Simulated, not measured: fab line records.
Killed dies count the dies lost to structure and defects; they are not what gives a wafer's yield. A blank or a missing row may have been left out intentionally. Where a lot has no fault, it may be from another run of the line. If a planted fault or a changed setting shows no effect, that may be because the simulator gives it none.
Chamber matching :: flow gf180mcu :: GF_STI_CMP_25 on cmp-02: 4 sister chambers
The step polishes, stops on Si3N4, t overpolish 33 s, target thk 524.6 nm. 16 wafers are shown with their chamber, then 8 later ones without.

EACH WAFER AND ITS CHAMBER
wafer: L750.1
chamber: 1
motorCurrentA (A): 12.1
overpolishRunS (s): 32.980
timeToEndpointS (s): 121.8

wafer: L750.4
chamber: 3
motorCurrentA (A): 9.0
overpolishRunS (s): 33.017
timeToEndpointS (s): 122.8

wafer: L750.5
chamber: 1
motorCurrentA (A): 12.2
overpolishRunS (s): 33.015
timeToEndpointS (s): 124.5

wafer: L751.1
chamber: 1
motorCurrentA (A): 11.6
overpolishRunS (s): 32.991
timeToEndpointS (s): 127.9

wafer: L751.2
chamber: 0
motorCurrentA (A): 11.9
overpolishRunS (s): 33.003
timeToEndpointS (s): 127.8

wafer: L751.6
chamber: 1
motorCurrentA (A): 11.4
overpolishRunS (s): 33.003
timeToEndpointS (s): 128.1

wafer: L752.1
chamber: 1
motorCurrentA (A): 11.8
overpolishRunS (s): 32.982
timeToEndpointS (s): 127.8

wafer: L752.3
chamber: 2
motorCurrentA (A): 10.2
overpolishRunS (s): 32.991
timeToEndpointS (s): 123.4

wafer: L752.6
chamber: 0
motorCurrentA (A): 12.3
overpolishRunS (s): 32.997
timeToEndpointS (s): 124.6

wafer: L757.2
chamber: 2
motorCurrentA (A): 10.6
overpolishRunS (s): 33.007
timeToEndpointS (s): 131.2

wafer: L757.5
chamber: 3
motorCurrentA (A): 9.3
overpolishRunS (s): 33.003
timeToEndpointS (s): 129.7

wafer: L757.6
chamber: 0
motorCurrentA (A): 12.2
overpolishRunS (s): 32.982
timeToEndpointS (s): 128.2

wafer: L758.2
chamber: 1
motorCurrentA (A): 12.5
overpolishRunS (s): 32.975
timeToEndpointS (s): 130.7

wafer: L758.5
chamber: 3
motorCurrentA (A): 9.5
overpolishRunS (s): 32.998
timeToEndpointS (s): 130.5

wafer: L758.6
chamber: 2
motorCurrentA (A): 9.8
overpolishRunS (s): 33.002
timeToEndpointS (s): 128.8

wafer: L762.1
chamber: 3
motorCurrentA (A): 9.0
overpolishRunS (s): 33.008
timeToEndpointS (s): 124.3

SIGNATURES (means of the wafers above)
reading: motorCurrentA
chamber 0: 12.133
chamber 1: 11.933
chamber 2: 10.200
chamber 3: 9.200
scatter within a chamber: 0.344

reading: overpolishRunS
chamber 0: 32.99400
chamber 1: 32.99100
chamber 2: 33.00000
chamber 3: 33.00650
scatter within a chamber: 0.0121

reading: timeToEndpointS
chamber 0: 126.867
chamber 1: 126.800
chamber 2: 127.800
chamber 3: 126.825
scatter within a chamber: 3.33
Rule: a wafer lies at a distance from a chamber equal to the root of the sum of squares, over the readings, of (its reading less the chamber's mean, divided by the reading's scatter). The wafer belongs to the nearest chamber; if the next one is less than 2 further off, it can't be placed. The scatter: take each reading less its chamber's mean, square it, sum over the shown wafers, divide by the number of wafers less the number of chambers, and take the root.

WAFERS WITHOUT THEIR CHAMBER
wafer: L762.4
motorCurrentA (A): 12.3
overpolishRunS (s): 33.015
timeToEndpointS (s): 126.1

wafer: L762.6
motorCurrentA (A): 11.6
overpolishRunS (s): 33.003
timeToEndpointS (s): 127.1

wafer: L767.3
motorCurrentA (A): 12.1
overpolishRunS (s): 32.998
timeToEndpointS (s): 124.9

wafer: L767.4
motorCurrentA (A): 12.3
overpolishRunS (s): 32.980
timeToEndpointS (s): 125.3

wafer: L767.5
motorCurrentA (A): 10.4
overpolishRunS (s): 33.005
timeToEndpointS (s): 125.9

wafer: L770.2
motorCurrentA (A): 12.2
overpolishRunS (s): 33.013
timeToEndpointS (s): 128.0

wafer: L770.3
motorCurrentA (A): 9.3
overpolishRunS (s): 32.990
timeToEndpointS (s): 123.9

wafer: L770.5
motorCurrentA (A): 9.1
overpolishRunS (s): 32.994
timeToEndpointS (s): 127.3

WHICH CHAMBER EACH ONE RAN IN
wafer: L762.4
from the rows above: can't be placed: 0 or 1
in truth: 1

wafer: L762.6
from the rows above: can't be placed: 1 or 0
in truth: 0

wafer: L767.3
from the rows above: can't be placed: 0 or 1
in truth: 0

wafer: L767.4
from the rows above: can't be placed: 0 or 1
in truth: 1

wafer: L767.5
from the rows above: 2
in truth: 2

wafer: L770.2
from the rows above: can't be placed: 0 or 1
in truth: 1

wafer: L770.3
from the rows above: can't be placed: 3 or 2
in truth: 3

wafer: L770.5
from the rows above: 3
in truth: 3
2 of 8 placed correctly. Cannot be placed on the basis of these rows: 6; the candidates contain the true chamber in 6. Wrongly placed: 0.
